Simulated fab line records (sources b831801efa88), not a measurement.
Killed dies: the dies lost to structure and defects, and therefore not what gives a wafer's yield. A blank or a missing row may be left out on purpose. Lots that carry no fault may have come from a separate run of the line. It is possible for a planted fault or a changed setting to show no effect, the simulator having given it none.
Which tool did it? + flow sky130 + 7 lots with 21 wafers sampled at 2 steps, on a route of 708 steps

WHAT THE GAUGES SHOWED, per wafer
SKY_GATE_OXIDE_THK_MEAS_02.
| lot  | measured     | on            | GATE_OXIDE_OXIDATION_00_THK (nm) |
|------|--------------|---------------|----------------------------------|
| L991 | day 13 03:08 | film_metro-04 | 10.12 9.99 10.08                 |
| L995 | day 14 09:13 | film_metro-04 | 10.29 10.30 10.45                |
| L997 | day 15 02:58 | film_metro-02 | 10.45 10.53 10.54                |
| L999 | day 15 23:11 | film_metro-04 | 10.45 10.41 10.50                |
| L102 | day 17 04:19 | film_metro-01 | 10.31 10.29 10.40                |
| L107 | day 18 16:38 | film_metro-01 | 8.11 7.96 8.05                   |
| L113 | day 20 10:44 | film_metro-02 | 10.37 10.27 10.55                |

EACH LOT AND THE TOOL THAT RAN IT (in order: tool; ch and the chambers of the sampled wafers; start)
| lot  | SKY_GATE_OXIDE_OXIDATION_01   |
|------|-------------------------------|
| L991 | furnace-01 ch 0, day 13 01:43 |
| L995 | furnace-02 ch 0, day 14 07:48 |
| L997 | furnace-01 ch 0, day 15 01:33 |
| L999 | furnace-01 ch 0, day 15 21:46 |
| L102 | furnace-01 ch 0, day 17 02:55 |
| L107 | furnace-01 ch 0, day 18 15:13 |
| L113 | furnace-02 ch 0, day 20 09:20 |
- SKY_GATE_OXIDE_OXIDATION_01: stabilise 600 s, purge 300 s, target thk 10.268 nm.

THE ANSWER, worked out from the rows above alone
Rule: the lots themselves supply what counts as usual. Put in order of their means at a reading, lots are off if they are a third of the lots or fewer, leave a main group of 4 or more, and stand apart from it by a gap of 3 or more times the standard deviation of the main group's means; of several such gaps the widest counts. Not used: any main group whose means are identical at the precision the tables above print for the reading. Also off: a lot with no number at a reading for which 4 or more lots have one. All remaining lots with rows at the step are treated as sound.
Off: L107, seen at SKY_GATE_OXIDE_THK_MEAS_02 (GATE_OXIDE_OXIDATION_00_THK). Main group: mean 10.35 nm, sd 0.14.
A tool fits if, at a process step before that reading, it ran every lot that is off, and no sound lot after the first of them. Gauges at SKY_GATE_OXIDE_THK_MEAS_02: tried the same way as those tools. Undecided on this evidence; 2 tools fit (furnace-01 at SKY_GATE_OXIDE_OXIDATION_01, film_metro-01 at SKY_GATE_OXIDE_THK_MEAS_02).

WHAT THE SIMULATOR HAD PUT IN
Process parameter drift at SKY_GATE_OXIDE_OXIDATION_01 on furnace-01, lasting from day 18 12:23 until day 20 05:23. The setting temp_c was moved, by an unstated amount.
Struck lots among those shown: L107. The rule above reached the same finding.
